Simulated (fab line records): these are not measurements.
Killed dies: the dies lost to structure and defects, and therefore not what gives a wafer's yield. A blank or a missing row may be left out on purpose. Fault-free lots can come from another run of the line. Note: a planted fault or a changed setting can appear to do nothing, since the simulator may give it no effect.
A struck lot beside a sound one :: flow gf180mcu :: 15 steps out of a route of 602
Sound: the wafers L492.2, L492.5, L492.6. Struck: wafers L502.2, L502.4, L502.5. At the end, the cause is stated.
Order at every step that has rows: each side's tool, ch and its chambers, its first start. Under that, the readings that differ: sound wafers :: struck wafers :: difference of the means :: sigmas: that difference in standard deviations of wafers without a fault.
alike: same words and numbers on both sides, and readings whose means sit less than 2 such deviations apart. not compared: any withheld reading, any reading some wafer has no value for, any bound like >300 that may hide the same value, and any number with overlapping values for which the record gives no deviation.
The two part at a step that has a row with sigmas, a row that says differs or no value, or rows on one side only. When numbers do not overlap yet have no deviation, they are printed without sigmas and do not part them. A reading that every wafer of one side lacks parts them only if that side has two wafers or more.

first, 4 steps without rows for these wafers: GF_SAB_SOFTBAKE_05 (time 60 s); GF_SAB_EXPOSE_06 (exposes mask SAB, target cd 420 nm); GF_SAB_PEB_07; GF_SAB_DEVELOP_08 (develop time 60 s).
GF_SAB_CD_MEAS_09: target cd 420 nm.
  sound on cdSem-02, day 16 09:52; struck on cdSem-01, day 20 03:32
  alike: cdNm
GF_SAB_OVL_MEAS_10:
  sound on overlay-01, day 16 09:59; struck on overlay-02, day 20 03:38
  alike: SAB_OVL
GF_SAB_ETCH_11: etches SiO2 in C4F8/O2/Ar, target depth 55 nm, time 8.5 s.
  sound on rieDiel-02 ch 0,3, day 16 10:01; struck on rieDiel-04 ch 1,2, day 20 03:40
  alike: oesProductAu
  not compared: rfHoursCounterH
then, 1 step without rows for these wafers: GF_SAB_WET_ETCH_12 (etches SiO2 in dHF, target depth 22 nm, time 440 s).
GF_SAB_STRIP_13: strips in O2/N2.
  sound on plasmaAsher-03 ch 0,1, day 16 10:10; struck on plasmaAsher-01 ch 0, day 20 03:49
  alike: drypumpMotorCurrentA, heaterPowerW, oesProductAu, stripTimeToEndpointS
  not compared: rfHoursCounterH
then, 2 steps without rows for these wafers: GF_SALICIDE_CLEAN_00 (cleans in SC1/SC2, time 150 s); GF_SALICIDE_WET_ETCH_01 (etches SiO2 in dHF, target depth 5 nm, time 100 s).
GF_SALICIDE_SPUTTER_02: material Co, target thk 10 nm, time 20 s.
  sound on pvdSputter-03, day 16 10:21; struck on pvdSputter-03, day 20 04:01
  alike: cathodeDcPowerW, chamberPressurePa, throttleValvePct
GF_SALICIDE_SPUTTER_03: material TiN, target thk 20 nm, time 16.7 s.
  sound on pvdSputter-03, day 16 10:23; struck on pvdSputter-03, day 20 04:03
reading: cathodeDcPowerW (W)
sound: 6499.8 6500.9 6500.2
struck: 6353.6 6351.1 6354.2
difference: -147.3
sigmas: -99 or more

reading: model.TiN_of_SALICIDE_SPUTTER_03.thkNm (nm)
sound: 20.41 20.3 20.41
struck: 19.39 19.43 19.3
difference: -1.00
sigmas: 
  alike: chamberPressurePa, throttleValvePct
GF_SALICIDE_RS_MEAS_04: uses a four-point probe to measure.
  sound on filmMetro-01, day 16 10:25; struck on filmMetro-03, day 20 04:05
  alike: SALICIDE_TIN_RS
GF_PASSIVATION_PROBE_99:
  rows exist in the record for the sound wafers here (prober-02, day 30 05:34), none for the struck ones

== WHERE THEY PART ==
First at GF_SALICIDE_SPUTTER_03; last, within this record, at GF_PASSIVATION_PROBE_99.

WHY: what had been put in by the simulator
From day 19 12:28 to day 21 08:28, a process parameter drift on pvdSputter-03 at GF_SALICIDE_SPUTTER_03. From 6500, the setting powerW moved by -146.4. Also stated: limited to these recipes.
